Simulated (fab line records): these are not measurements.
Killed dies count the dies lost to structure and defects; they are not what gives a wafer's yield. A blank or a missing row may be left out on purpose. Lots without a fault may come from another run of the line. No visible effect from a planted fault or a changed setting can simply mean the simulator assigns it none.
fab line records	flow sfq_line	part 2 of 2: steps 30 to 41 of 41
[record] lots = 5	wafers = 15	last_day = 74
route steps=325 shown I0@55 M1@58 I1@73 M2@88
lots untouched by any fault: they come from a run of this same line in which no faults occurred
start_h: the number of hours between the record's first day and the start of the first shown wafer of the lot	wait_h: hours since the lot's step before	" the same as in the row above	L1.1+2: a single row standing in for several wafers	- no value, or no start was given	* or withheld: withheld	< > ~ a bound
route shown NAME@n: a module of which the file shows steps, and the number in the route of the first	usual: average and standard deviation across the fault-free wafers	same: alike in all rows	chamber/n: place in a boat	sites: per-site readings	_std_site: the values' standard deviation	_edge_site: the outer-site mean with the inner-site mean subtracted	radius_mm: how far each site lies from the wafer's centre	mask NAME#n: copy n	behind: the last tool/chamber to shape the wafer	hold: cause of the lot's hold/its duration in hours/its outcome	device: transistor that didn't switch, given as n, p or np	end of line: the route-end tests of the same wafers	step lacking rows: just its recipe	killed: dies that structure and defects cost at the first sort, which is not the same as the wafer's yield	map: dies across one wafer; x = killed, . = not, _ = none there
set.NAME: the setting the step ran with; set.NAME@STEP: the setting that earlier step ran with	model.NAME: the simulator's own value behind a step, which no gauge read
lots at some steps of the route; a table a step, a row a wafer
services: a tool's chamber out of use, with start hour (start_h, from the record's first day; less than 0 if before it), hours out, and reason
[[steps]]
[step SFQ_TRILAYER_I1_VIA_ETCH_VIA_ETCH_052]
[recipe] target = SiO2	stop_on = Nb	mask_material = PR	taper_deg = 20	chemistry = CHF3	target_depth_nm = 260	source_w = 500	bias_w = 80	pressure_mtorr = 30	time_s = withheld
[usual] drypump_motor_current_A = 5.5/0.36	oes_product_au = 0.856/0.0045
lot.wafer	tool	chamber	start_h	wait_h	drypump_motor_current_A	oes_product_au
L079.1	rie_diel-03	1	424.48	0.0	5.4	0.857
L079.3	"	3	"	"	6.2	0.852
L079.6	"	0	"	"	6.0	0.853
L088.1	rie_diel-01	0	527.64	0.0	5.2	0.857
L088.3	"	1	"	"	5.1	0.863
L088.6	"	3	"	"	5.4	0.859
L091.2	rie_diel-01	1	542.41	0.0	5.2	0.861
L091.4	"	2	"	"	5.7	0.864
L091.6	"	0	"	"	5.2	0.864
L093.1	rie_diel-01	0	560.43	0.0	5.2	0.857
L093.5	"	0	"	"	5.2	0.860
L093.6	"	1	"	"	5.1	0.855
L094.2	rie_diel-04	1	571.01	0.0	5.7	0.856
L094.4	"	0	"	"	5.0	0.854
L094.5	"	2	"	"	5.3	0.844
[step SFQ_TRILAYER_I1_VIA_STRIP_STRIP_053]
[recipe] gas = O2	power_w = 200	platen_temp_c = 40	overash_fraction = 0.65	chemistry = O2	pressure_mtorr = 50
[usual] drypump_motor_current_A = 5.87/0.19	oes_product_au = 0.997/0.0077
lot.wafer	tool	chamber	start_h	wait_h	drypump_motor_current_A	oes_product_au	rf_hours_counter_h
L079.1	rie_metal-02	0	424.60	-	5.62	1.001	46
L079.3	"	1	"	"	6.21	1.003	-
L079.6	"	1	"	"	6.21	1.010	-
L088.1	rie_metal-01	0	527.75	-	5.75	0.999	107
L088.3	"	1	"	"	5.85	0.988	-
L088.6	"	1	"	"	5.86	0.983	-
L091.2	rie_metal-02	0	542.53	-	5.64	0.997	63
L091.4	"	0	"	"	5.62	1.003	-
L091.6	"	1	"	"	6.23	0.998	-
L093.1	rie_metal-01	1	560.54	-	5.86	0.992	82
L093.5	"	1	"	"	5.84	0.991	-
L093.6	"	0	"	"	5.77	1.005	-
L094.2	rie_metal-01	0	571.13	-	5.76	1.007	115
L094.4	"	1	"	"	5.85	1.000	-
L094.5	"	0	"	"	5.78	0.990	-
[step SFQ_TRILAYER_I1_VIA_STRIP_SOLV_CLEAN_054]
[recipe] chemistry = NMP	temp_c = 70	time_s = 600
[usual] temp_c = 70.02/0.13
lot.wafer	tool	chamber	start_h	wait_h	temp_c
L079.1	wet_bench-04	3	425.20	0.4	69.99
L079.3	"	7	"	"	70.04
L079.6	"	4	"	"	70.06
L088.1	wet_bench-01	4	528.35	0.4	69.97
L088.3	"	6	"	"	70.18
L088.6	"	5	"	"	70.03
L091.2	wet_bench-01	3	543.13	0.4	69.86
L091.4	"	5	"	"	69.89
L091.6	"	4	"	"	70.07
L093.1	wet_bench-03	0	561.14	0.4	70.17
L093.5	"	2	"	"	70.02
L093.6	"	6	"	"	69.80
L094.2	wet_bench-01	6	571.73	0.4	70.08
L094.4	"	0	"	"	69.98
L094.5	"	4	"	"	69.92
[step SFQ_TRILAYER_M2_DEP_PRE_CLEAN_056]
[recipe] gas = Ar	time_s = 22.5	bias_v = 250
lot.wafer	tool	chamber	start_h	wait_h
L079.1+3+6	pvd_sputter-04	-	425.39	0.0
L088.1+3+6	pvd_sputter-04	-	528.54	0.0
L091.2+4+6	pvd_sputter-06	-	543.30	0.0
L093.1+5+6	pvd_sputter-06	-	561.31	0.0
L094.2+4+5	pvd_sputter-04	-	571.90	0.0
[step SFQ_TRILAYER_M2_DEP_SPUTTER_055]
[recipe] material = Nb	base_pressure_pa = 1.33e-06	chamber_pressure_pa = 0.1333	substrate_temp_c = 20	resputter_cathode_voltage_v = 400	target_thk_nm = 200	power_w = 2000	time_s = 133.3
[usual] substrate_temp_c = 19.99/0.1	throttle_valve_pct = 30.7/0.86
lot.wafer	tool	chamber	start_h	wait_h	substrate_temp_c	throttle_valve_pct
L079.1	pvd_sputter-04	-	425.42	0.0	20.00	29.5
L079.3	"	-	"	"	20.12	29.9
L079.6	"	-	"	"	19.95	29.4
L088.1	pvd_sputter-04	-	528.57	0.0	19.86	30.2
L088.3	"	-	"	"	20.00	30.8
L088.6	"	-	"	"	20.14	29.8
L091.2	pvd_sputter-06	-	543.33	0.0	19.92	31.2
L091.4	"	-	"	"	20.08	30.8
L091.6	"	-	"	"	19.95	32.5
L093.1	pvd_sputter-06	-	561.34	0.0	20.21	31.2
L093.5	"	-	"	"	20.05	31.0
L093.6	"	-	"	"	20.07	31.0
L094.2	pvd_sputter-04	-	571.93	0.0	19.97	30.9
L094.4	"	-	"	"	19.96	30.3
L094.5	"	-	"	"	20.03	30.7
[step SFQ_M2_RS_MEAS_914]
[recipe] thk_meas_gauge = four-point-probe	reads = Nb_of_TRILAYER_M2_DEP_SPUTTER_055
[usual] M2_NB_RS = 0.889/0.0093
lot.wafer	tool	chamber	start_h	wait_h	M2_NB_RS[ohm/sq]
L079.1	film_metro-02	-	425.51	0.0	0.901
L079.3	"	-	"	"	0.889
L079.6	"	-	"	"	0.904
L088.1	film_metro-01	-	528.66	0.0	0.898
L088.3	"	-	"	"	0.892
L088.6	"	-	"	"	0.892
L091.2	film_metro-02	-	543.44	0.1	0.874
L091.4	"	-	"	"	0.878
L091.6	"	-	"	"	0.887
L093.1	film_metro-03	-	561.43	0.0	0.881
L093.5	"	-	"	"	0.871
L093.6	"	-	"	"	0.881
L094.2	film_metro-01	-	572.04	0.1	0.899
L094.4	"	-	"	"	0.893
L094.5	"	-	"	"	0.895
[step SFQ_TRILAYER_M2_LITHO_COAT_062]
[recipe] resist = BARC	spin_rpm = 3000	resist_thk_nm = 62
lot.wafer	tool	chamber	start_h	wait_h
L079.1+3+6	litho_track-02	0	425.69	0.1
L088.1+3+6	litho_track-02	0	528.84	0.1
L091.2+4+6	litho_track-03	0	543.65	0.1
L093.1+5+6	litho_track-02	0	561.61	0.1
L094.2+4+5	litho_track-02	0	572.36	0.2
[step SFQ_TRILAYER_M2_LITHO_COAT_057]
[recipe] resist = KrF	spin_rpm = 3000	resist_thk_nm = 600
lot.wafer	tool	chamber	start_h	wait_h
L079.1+3+6	litho_track-02	0	425.99	0.2
L088.1+3+6	litho_track-02	0	529.14	0.2
L091.2+4+6	litho_track-03	0	543.95	0.2
L093.1+5+6	litho_track-02	0	561.91	0.2
L094.2+4+5	litho_track-02	0	572.66	0.2
[step SFQ_TRILAYER_M2_LITHO_SOFTBAKE_061]
[recipe] temp_c = withheld	time_s = withheld	resist = KrF
lot.wafer	tool	chamber	start_h	wait_h
L079.1+3+6	litho_track-02	0	426.29	0.2
L088.1+3+6	litho_track-02	0	529.44	0.2
L091.2+4+6	litho_track-03	0	544.23	0.2
L093.1+5+6	litho_track-02	0	562.21	0.2
L094.2+4+5	litho_track-02	0	572.94	0.2
[step SFQ_TRILAYER_M2_LITHO_EXPOSE_058]
[recipe] mask_id = M2	na = 0.6	source_shape = conventional	sigma_outer = 0.65	target_cd_nm = 500	dose_mj = 14.4
[same] sigma_outer = 0.65
lot.wafer	tool	chamber	start_h	wait_h	mask
L079.1+3+6	krf_scanner-02	0	518.91	-	M2#0
L088.1+3+6	krf_scanner-02	0	632.69	-	M2#0
L091.2+4+6	krf_scanner-02	0	647.29	-	M2#0
L093.1+5+6	krf_scanner-02	0	665.09	-	M2#0
L094.2+4+5	krf_scanner-02	0	673.69	-	M2#0
[step SFQ_TRILAYER_M2_LITHO_PEB_060]
[recipe] peb_temp_c = 115	peb_time_s = 60	resist = KrF
lot.wafer	tool	chamber	start_h	wait_h
L079.1+3+6	litho_track-02	0	520.11	1.0
L088.1+3+6	litho_track-03	0	633.89	1.0
L091.2+4+6	litho_track-01	0	648.31	0.8
L093.1+5+6	litho_track-03	0	666.29	1.0
L094.2+4+5	litho_track-02	0	674.71	0.8
[step SFQ_TRILAYER_M2_LITHO_DEVELOP_059]
[recipe] time_s = 60	resist = KrF
lot.wafer	tool	chamber	start_h	wait_h
L079.1+3+6	litho_track-02	0	520.26	0.1
L088.1+3+6	litho_track-03	0	634.04	0.1
L091.2+4+6	litho_track-01	0	648.46	0.1
L093.1+5+6	litho_track-03	0	666.44	0.1
L094.2+4+5	litho_track-02	0	674.86	0.1
[[services]]
tool	chamber	start_h	hours	kind
pvd_sputter-04	-	236.19	7.7	repair
pvd_sputter-06	-	240.76	1.7	repair
krf_scanner-02	-	242.43	0.8	pm
pvd_sputter-04	-	244.04	3.2	repair
pvd_sputter-06	-	257.24	3.9	repair
rie_diel-01	-	337.45	5.0	repair
krf_scanner-02	-	369.27	7.2	pm
krf_scanner-02	-	385.77	2.7	repair
pvd_sputter-06	-	388.16	3.8	repair
krf_scanner-02	-	388.34	0.3	repair
krf_scanner-02	-	392.26	1.0	pm
krf_scanner-02	-	395.66	1.3	pm
rie_metal-02	0	408.42	13.4	repair
krf_scanner-02	-	435.79	0.6	repair
krf_scanner-02	-	436.35	1.0	repair
rie_metal-02	-	449.23	14.6	pm
krf_scanner-02	-	521.31	3.6	pm
wet_bench-04	-	534.18	1.7	repair
krf_scanner-02	-	561.24	1.0	pm
pvd_sputter-04	-	562.56	8.5	repair
krf_scanner-02	-	570.64	1.3	pm
krf_scanner-02	-	579.14	0.8	pm
pvd_sputter-04	-	605.12	2.1	repair
pvd_sputter-04	-	605.88	4.8	repair
